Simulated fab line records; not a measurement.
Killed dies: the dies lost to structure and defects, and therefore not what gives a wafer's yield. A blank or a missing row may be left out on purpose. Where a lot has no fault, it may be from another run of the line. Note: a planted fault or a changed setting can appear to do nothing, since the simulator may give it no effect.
Which tool did it?	flow gf180mcu	13 lots, 39 wafers sampled, at 5 steps of a route of 602

## WHAT THE GAUGES READ, wafer by wafer
GF_VT_IMPLANT_RS_MEAS_46: measures by four-point-probe.
lot	measured	on	MVSD_RS (ohm/sq)
L613	day 7 13:43	film metro-03	457.6 458.3 455.8
L614	day 7 18:27	film metro-04	455.1 454.8 455.6
L615	day 8 01:51	film metro-04	456.2 453.7 455.6
L616	day 8 09:31	film metro-04	454.9 455.6 455.2
L618	day 8 22:44	film metro-01	456.6 458.1 456.3
L619	day 9 05:25	film metro-01	457.0 457.8 456.2
L620	day 9 13:37	film metro-01	455.5 456.8 456.5
L624	day 10 18:14	film metro-03	489.0 490.3 492.5
L625	day 10 22:37	film metro-03	491.3 491.6 491.7
L629	day 11 23:05	film metro-01	456.6 456.9 456.1
L634	day 13 04:29	film metro-03	456.0 457.5 456.7
L635	day 13 12:40	film metro-01	454.8 455.5 454.7
L636	day 13 19:32	film metro-01	455.8 455.6 455.2

GF_CONTACT_RS_MEAS_25: measures by four-point-probe.
lot	measured	on	CONTACT_W_RS (ohm/sq)
L613	day 15 20:18	film metro-04	0.386 0.380 0.383
L614	day 15 23:25	film metro-01	0.389 0.385 0.386
L615	day 16 08:58	film metro-04	0.385 0.390 0.379
L616	day 17 01:35	film metro-01	0.390 0.383 0.386
L618	day 17 22:19	film metro-04	0.389 0.387 0.388
L619	day 18 12:53	film metro-04	0.386 0.383 0.387
L620	day 18 22:50	film metro-01	0.384 0.389 0.379
L624	day 20 22:14	film metro-04	0.385 0.382 0.381
L625	day 20 23:08	film metro-04	0.380 0.379 0.376
L629	day 22 07:20	film metro-01	0.379 0.382 0.387
L634	day 23 12:03	film metro-01	0.381 0.381 0.381
L635	day 23 20:02	film metro-04	0.374 0.379 0.377
L636	day 24 04:46	film metro-04	0.383 0.385 0.384

## TOOL THAT RAN EACH LOT (tool first, then ch and the chambers of the sampled wafers, then the start)
lot	GF_MVSD_IMPLANT_09	GF_HV_LDD_RTA_52	GF_CONTACT_SPUTTER_22
L613	implanter-02 ch 0, day 4 10:10	rtp anneal-01 ch 0, day 12 06:05	pvd sputter-02, day 15 20:06
L614	implanter-02 ch 0, day 4 15:47	rtp anneal-01 ch 0, day 12 10:07	pvd sputter-03, day 15 23:12
L615	implanter-02 ch 0, day 4 20:59	rtp anneal-01 ch 0, day 12 19:10	pvd sputter-04, day 16 08:44
L616	implanter-04 ch 0, day 5 02:52	rtp anneal-02 ch 0, day 13 07:23	pvd sputter-03, day 17 01:23
L618	implanter-03 ch 0, day 5 15:47	rtp anneal-02 ch 0, day 14 00:49	pvd sputter-04, day 17 22:05
L619	implanter-04 ch 0, day 5 20:49	rtp anneal-01 ch 0, day 14 13:27	pvd sputter-03, day 18 12:41
L620	implanter-04 ch 0, day 6 04:43	rtp anneal-01 ch 0, day 14 21:42	pvd sputter-02, day 18 22:32
L624	implanter-03 ch 0, day 7 05:22	rtp anneal-02 ch 0, day 16 16:14	pvd sputter-03, day 20 22:02
L625	implanter-03 ch 0, day 7 09:46	rtp anneal-01 ch 0, day 16 16:29	pvd sputter-02, day 20 22:56
L629	implanter-02 ch 0, day 8 07:41	rtp anneal-02 ch 0, day 17 23:54	pvd sputter-03, day 22 07:07
L634	implanter-02 ch 0, day 9 11:59	rtp anneal-02 ch 0, day 19 07:49	pvd sputter-02, day 23 11:47
L635	implanter-02 ch 0, day 9 18:16	rtp anneal-01 ch 0, day 19 15:28	pvd sputter-03, day 23 19:48
L636	implanter-04 ch 0, day 10 00:36	rtp anneal-01 ch 0, day 20 02:03	pvd sputter-03, day 24 04:33
- GF_MVSD_IMPLANT_09
- GF_HV_LDD_RTA_52: time 10 s.
- GF_CONTACT_SPUTTER_22: material Ti, target thk 15 nm, time 80.02 s.

## AS READ BY THE TOOLS THEMSELVES (means over the sampled wafers that have a number; for cases with no such wafer, the mark the record gives instead)
GF_MVSD_IMPLANT_09.
lot	tool	dose ions cm2	faraday current uA
L613	implanter-02	5e+12	28.4
L614	implanter-02	5e+12	28.4
L615	implanter-02	5e+12	27.9
L616	implanter-04	5e+12	28.6
L618	implanter-03	5e+12	27.8
L619	implanter-04	5e+12	28.0
L620	implanter-04	5e+12	28.3
L624	implanter-03	3e+12	17.3
L625	implanter-03	3e+12	17.2
L629	implanter-02	5e+12	27.9
L634	implanter-02	5e+12	28.7
L635	implanter-02	5e+12	28.3
L636	implanter-04	5e+12	28.0

GF_HV_LDD_RTA_52.
lot	tool	chamber o2 ppm	lamp power pct (%)	wafer_temp_C_max
L613	rtp anneal-01	1.997	35.4	1005.2
L614	rtp anneal-01	1.993	35.4	1005.7
L615	rtp anneal-01	1.987	35.4	1006.4
L616	rtp anneal-02	1.988	39.4	1006.7
L618	rtp anneal-02	1.997	39.4	1007.5
L619	rtp anneal-01	2.005	35.4	1006.0
L620	rtp anneal-01	1.979	35.4	1005.6
L624	rtp anneal-02	2.001	39.4	1007.9
L625	rtp anneal-01	1.976	35.4	1005.7
L629	rtp anneal-02	1.988	39.4	1007.6
L634	rtp anneal-02	1.996	39.4	1008.3
L635	rtp anneal-01	1.984	35.4	1006.2
L636	rtp anneal-01	1.982	35.4	1005.5

GF_CONTACT_SPUTTER_22.
lot	tool	cathode dc power W (W)	throttle valve pct (%)
L613	pvd sputter-02	2500.3	29.9
L614	pvd sputter-03	2499.4	30.6
L615	pvd sputter-04	2500.1	30.4
L616	pvd sputter-03	2499.6	28.9
L618	pvd sputter-04	2500.4	30.1
L619	pvd sputter-03	2500.0	31.4
L620	pvd sputter-02	2500.0	30.7
L624	pvd sputter-03	2499.8	30.5
L625	pvd sputter-02	2499.9	30.6
L629	pvd sputter-03	2500.3	28.8
L634	pvd sputter-02	2499.7	30.7
L635	pvd sputter-03	2500.0	29.6
L636	pvd sputter-03	2500.4	29.8

## THE ANSWER, worked out from the rows above alone
Rule: what is usual is taken from the lots themselves. Put in order of their means at a reading, lots are off if they are a third of the lots or fewer, leave a main group of 4 or more, and stand apart from it by a gap of 3 or more times the standard deviation of the main group's means; of several such gaps the widest counts. The tables above print the reading to a certain number of digits; a main group whose means all agree to those digits is not used. Also off: a lot with no number at a reading for which 4 or more lots have one. The other lots that the step has rows for count as sound. After the gauges, taken in route order, come the tools' own readings; for these a lot's mean is taken, as printed above. The first step at which some lot is off is used, and at that step the reading that is off furthest; a lot without a number counts as furthest.
Off: L624, L625, at GF_VT_IMPLANT_RS_MEAS_46 (MVSD_RS). Main group: mean 456.1 ohm/sq, sd 0.83.
If a tool, at a process step before that reading, ran all the lots that are off and no sound lot after the first of them, it fits. Not tried: the gauges at GF_VT_IMPLANT_RS_MEAS_46; whatever is off there is also off at GF_MVSD_IMPLANT_09, on other tools, and gauge error can't account for it. One fits: implanter-03 at GF_MVSD_IMPLANT_09. Its last sound lot is L618 (day 5 15:47), its first lot that is off L624 (day 7 05:22): a fault that began between those two fits.
The tool's own readings at GF_MVSD_IMPLANT_09 bear it out: on the lots that are off they differ by more than 5 times the standard deviation of the sound lots' means. dose ions cm2 reads 3e+12 there against 5e+12 on the sound lots; faraday current uA reads 17.2 there against 28.2 on the sound lots.

## WHAT THE SIMULATOR PUT IN
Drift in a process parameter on implanter-03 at GF_MVSD_IMPLANT_09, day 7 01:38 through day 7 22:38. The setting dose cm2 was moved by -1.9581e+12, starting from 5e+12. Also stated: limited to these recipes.
Struck lots among those shown: L624, L625. This agrees with what the rule above found.
